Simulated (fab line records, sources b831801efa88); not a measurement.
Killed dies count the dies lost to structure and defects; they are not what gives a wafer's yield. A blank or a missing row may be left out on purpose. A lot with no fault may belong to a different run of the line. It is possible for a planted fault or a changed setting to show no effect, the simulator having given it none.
The tool behind it: which one? + flow gf180mcu + 13 lots, 39 wafers sampled, at 4 steps of a route of 602

WHAT THE GAUGES READ, wafer by wafer
GF_V3_CD_MEAS_14 targets a cd of 260 nm.
| lot  | measured     | on        | cd_nm (nm)        |
|------|--------------|-----------|-------------------|
| L224 | day 22 08:01 | cd_sem-02 | 258.9 259.2 259.2 |
| L225 | day 22 16:05 | cd_sem-01 | 259.1 258.9 259.2 |
| L226 | day 23 04:22 | cd_sem-01 | 259.0 258.3 258.8 |
| L227 | day 23 08:33 | cd_sem-02 | 259.0 260.7 259.8 |
| L229 | day 24 07:06 | cd_sem-02 | 260.5 259.4 260.3 |
| L230 | day 24 11:30 | cd_sem-02 | 259.7 260.9 260.1 |
| L233 | day 25 17:38 | cd_sem-02 | 261.8 263.1 261.7 |
| L235 | day 26 08:01 | cd_sem-01 | 260.9 261.2 260.6 |
| L236 | day 26 14:42 | cd_sem-02 | 258.8 258.6 258.7 |
| L241 | day 28 04:44 | cd_sem-02 | 259.0 259.2 260.2 |
| L244 | day 28 22:30 | cd_sem-02 | 260.9 261.7 260.0 |
| L247 | day 29 13:25 | cd_sem-02 | 259.8 259.1 260.3 |
| L246 | day 29 15:59 | cd_sem-01 | 260.5 259.7 261.0 |

GF_V4_THK_MEAS_01.
| lot  | measured     | on            | V4_CVD_00_THK (nm) |
|------|--------------|---------------|--------------------|
| L224 | day 23 09:39 | film_metro-01 | 587 590 590        |
| L225 | day 23 16:59 | film_metro-01 | 594 598 594        |
| L226 | day 24 05:26 | film_metro-02 | 601 598 602        |
| L227 | day 24 09:40 | film_metro-01 | 597 591 598        |
| L229 | day 25 07:27 | film_metro-01 | 603 604 603        |
| L230 | day 25 11:46 | film_metro-01 | 584 591 587        |
| L233 | day 26 16:23 | film_metro-03 | 600 612 598        |
| L235 | day 27 06:49 | film_metro-01 | 606 609 603        |
| L236 | day 27 13:30 | film_metro-01 | 601 608 612        |
| L241 | day 29 02:43 | film_metro-03 | 589 597 590        |
| L244 | day 29 20:06 | film_metro-02 | 590 586 592        |
| L247 | day 30 10:34 | film_metro-03 | 595 595 584        |
| L246 | day 30 12:50 | film_metro-03 | 599 590 587        |

WHAT TOOL EACH LOT RAN ON (gives the tool, then ch and the chambers of the sampled wafers, and finally the start)
| lot  | GF_M4_SPUTTER_02             | GF_M4_SPUTTER_04             |
|------|------------------------------|------------------------------|
| L224 | pvd_sputter-02, day 22 09:47 | pvd_sputter-02, day 22 09:50 |
| L225 | pvd_sputter-03, day 22 17:44 | pvd_sputter-03, day 22 17:47 |
| L226 | pvd_sputter-02, day 23 06:07 | pvd_sputter-02, day 23 06:10 |
| L227 | pvd_sputter-01, day 23 10:17 | pvd_sputter-01, day 23 10:20 |
| L229 | pvd_sputter-03, day 24 08:43 | pvd_sputter-03, day 24 08:47 |
| L230 | pvd_sputter-02, day 24 13:14 | pvd_sputter-02, day 24 13:17 |
| L233 | pvd_sputter-03, day 25 19:18 | pvd_sputter-03, day 25 19:21 |
| L235 | pvd_sputter-02, day 26 09:40 | pvd_sputter-02, day 26 09:43 |
| L236 | pvd_sputter-03, day 26 16:17 | pvd_sputter-03, day 26 16:20 |
| L241 | pvd_sputter-02, day 28 06:24 | pvd_sputter-02, day 28 06:28 |
| L244 | pvd_sputter-02, day 29 00:09 | pvd_sputter-02, day 29 00:12 |
| L247 | pvd_sputter-03, day 29 15:05 | pvd_sputter-03, day 29 15:08 |
| L246 | pvd_sputter-02, day 29 17:38 | pvd_sputter-02, day 29 17:41 |
- GF_M4_SPUTTER_02: material AlCu, target thk 450 nm, time 23.9 s.
- GF_M4_SPUTTER_04: material TiN, target thk 50 nm, time 41.7 s.

AS READ BY THE TOOLS THEMSELVES (means over the sampled wafers that have a number; for cases with no such wafer, the mark the record gives instead)
GF_M4_SPUTTER_02.
| lot  | tool           | chamber_pressure_pa (Pa) | throttle_valve_pct (%) |
|------|----------------|--------------------------|------------------------|
| L224 | pvd_sputter-02 | 0.3993                   | 29.9                   |
| L225 | pvd_sputter-03 | 0.4004                   | 29.5                   |
| L226 | pvd_sputter-02 | 0.4002                   | 28.8                   |
| L227 | pvd_sputter-01 | 0.3994                   | 30.2                   |
| L229 | pvd_sputter-03 | 0.3995                   | 29.6                   |
| L230 | pvd_sputter-02 | 0.4003                   | 30.1                   |
| L233 | pvd_sputter-03 | 0.3997                   | 30.2                   |
| L235 | pvd_sputter-02 | 0.3993                   | 28.7                   |
| L236 | pvd_sputter-03 | 0.4000                   | 29.8                   |
| L241 | pvd_sputter-02 | 0.3996                   | 29.3                   |
| L244 | pvd_sputter-02 | 0.3999                   | 30.0                   |
| L247 | pvd_sputter-03 | 0.3998                   | 30.5                   |
| L246 | pvd_sputter-02 | 0.3985                   | 29.1                   |

GF_M4_SPUTTER_04.
| lot  | tool           | chamber_pressure_pa (Pa) | throttle_valve_pct (%) |
|------|----------------|--------------------------|------------------------|
| L224 | pvd_sputter-02 | 0.4000                   | 29.6                   |
| L225 | pvd_sputter-03 | 0.4004                   | 29.8                   |
| L226 | pvd_sputter-02 | 0.4000                   | 29.0                   |
| L227 | pvd_sputter-01 | 0.3999                   | 30.2                   |
| L229 | pvd_sputter-03 | 0.3998                   | 29.5                   |
| L230 | pvd_sputter-02 | 0.3994                   | 30.0                   |
| L233 | pvd_sputter-03 | 0.4783                   | 27.5                   |
| L235 | pvd_sputter-02 | 0.4008                   | 28.9                   |
| L236 | pvd_sputter-03 | 0.4779                   | 27.4                   |
| L241 | pvd_sputter-02 | 0.4008                   | 29.3                   |
| L244 | pvd_sputter-02 | 0.3996                   | 30.1                   |
| L247 | pvd_sputter-03 | 0.4001                   | 30.5                   |
| L246 | pvd_sputter-02 | 0.3996                   | 29.1                   |

THE ANSWER, worked out from the rows above alone
Rule: usual is defined by the lots themselves. The widest of any qualifying gaps counts: lots, ordered by their means at a reading, are off when they make up no more than a third of the lots, leave a main group of 4 or more, and stand apart from it by 3 or more times the standard deviation of that group's means. The tables above print the reading to a certain number of digits; a main group whose means all agree to those digits is not used. Also off: a lot with no number at a reading for which 4 or more lots have one. The other lots that the step has rows for count as sound. Order of review: gauges by route order, followed by the tools' own readings, for which a lot's mean as printed above is used. At the first step where some lot is off, the reading lying furthest off is the one used; lots without a number count as furthest.
Off, at GF_M4_SPUTTER_04 on chamber_pressure_pa: L233, L236. For the main group the mean is 0.4000 Pa and the standard deviation 0.00044.
If a tool, at that step or one of the process steps before it, ran each lot that is off and ran no sound lot following the first of them, it fits. No candidate that was tried fits.

WHAT THE SIMULATOR HAD INSERTED
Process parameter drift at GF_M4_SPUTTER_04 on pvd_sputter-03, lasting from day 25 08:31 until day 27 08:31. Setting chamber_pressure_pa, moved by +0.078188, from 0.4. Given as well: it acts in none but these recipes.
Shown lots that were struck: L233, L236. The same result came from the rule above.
